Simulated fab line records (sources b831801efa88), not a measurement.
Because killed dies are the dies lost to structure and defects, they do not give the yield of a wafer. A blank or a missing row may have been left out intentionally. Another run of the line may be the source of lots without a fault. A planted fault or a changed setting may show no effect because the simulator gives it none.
Matching of chambers :: flow gf180mcu :: GF_V1_CVD_02 on pecvd-02: 3 sister chambers
The step deposits SiO2 from TEOS, target thk 850 nm, time 94.851 s. 3 wafers are shown with their chamber, then 9 later ones without.

WAFERS WITH THEIR CHAMBER
wafer: L088.3
chamber: 1
heater power w (W): 492

wafer: L089.1
chamber: 2
heater power w (W): 676

wafer: L089.6
chamber: 0
heater power w (W): 977

WAFERS WHOSE CHAMBER IS MISSING
wafer: L091.3
heater power w (W): 611

wafer: L091.4
heater power w (W): 787

wafer: L091.6
heater power w (W): 435

wafer: L092.3
heater power w (W): 620

wafer: L092.5
heater power w (W): 682

wafer: L092.6
heater power w (W): 515

wafer: L095.4
heater power w (W): 533

wafer: L095.5
heater power w (W): 990

wafer: L095.6
heater power w (W): 590

EACH ONE'S CHAMBER
wafer: L091.3
from the rows above: can't be placed: 2 or 1
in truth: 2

wafer: L091.4
from the rows above: can't be placed: 2 or 0
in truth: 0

wafer: L091.6
from the rows above: 1
in truth: 1

wafer: L092.3
from the rows above: can't be placed: 2 or 1
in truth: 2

wafer: L092.5
from the rows above: 2
in truth: 2

wafer: L092.6
from the rows above: 1
in truth: 1

wafer: L095.4
from the rows above: can't be placed: 1 or 2
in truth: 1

wafer: L095.5
from the rows above: 0
in truth: 0

wafer: L095.6
from the rows above: can't be placed: 2 or 1
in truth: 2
4 of 9 placed correctly. Cannot be placed on the basis of these rows: 5; the candidates contain the true chamber in 5. 0 placed wrongly.
How it was worked out, from the rows above alone: a wafer's distance from a chamber is the root of the sum, over the readings, of the square of ((its reading less the chamber's mean) divided by the reading's scatter). If the next closest chamber is less than 2 further off than the closest, the wafer can't be placed; otherwise it belongs to the closest. A chamber's mean is the mean of its shown wafers. The scatter: root of mean squared gap, hidden wafer to nearest shown wafer, with one shown wafer a chamber.
